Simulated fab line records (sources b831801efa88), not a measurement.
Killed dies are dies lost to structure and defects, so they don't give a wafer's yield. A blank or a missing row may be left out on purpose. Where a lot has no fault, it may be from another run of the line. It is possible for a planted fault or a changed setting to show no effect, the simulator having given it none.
What tool caused it? -- flow sky130 -- at 1 step of a route of 708, 6 lots with 18 wafers sampled

## WHAT EACH GAUGE READ, for each wafer
SKY_LDD_P_OVL_MEAS_08.
lot,measured,on,LDD_P_OVL (nm)
L869,day 19 06:50,overlay-02,-0.5 -0.9 -2.3
L871,day 20 08:07,overlay-02,1.9 1.0 2.4
L879,day 23 08:59,overlay-02,2.3 3.1 3.2
L881,day 23 21:17,overlay-01,-1.5 0.5 -0.3
L887,day 26 05:48,overlay-01,-0.7 0.4 1.1
L888,day 26 10:20,overlay-01,0.9 0.5 0.9

## WHICH TOOL RAN EACH LOT (tool, then ch and the chambers of the sampled wafers, then the start)
Before these readings, the record contains no process step.

## THE ANSWER, worked out from the rows above alone
Rule: what is usual is taken from the lots themselves. Put in order of their means at a reading, lots are off if they are a third of the lots or fewer, leave a main group of 4 or more, and stand apart from it by a gap of 3 or more times the standard deviation of the main group's means; of several such gaps the widest counts. A main group whose means are all the same, to the digits that the tables above print for the reading, isn't used. Also off: a lot with no number at a reading for which 4 or more lots have one. Where the step has rows for the other lots, those lots are counted as sound.
Nothing can be told from this: no lot is off at any reading shown.

## WHAT WAS PUT IN BY THE SIMULATOR
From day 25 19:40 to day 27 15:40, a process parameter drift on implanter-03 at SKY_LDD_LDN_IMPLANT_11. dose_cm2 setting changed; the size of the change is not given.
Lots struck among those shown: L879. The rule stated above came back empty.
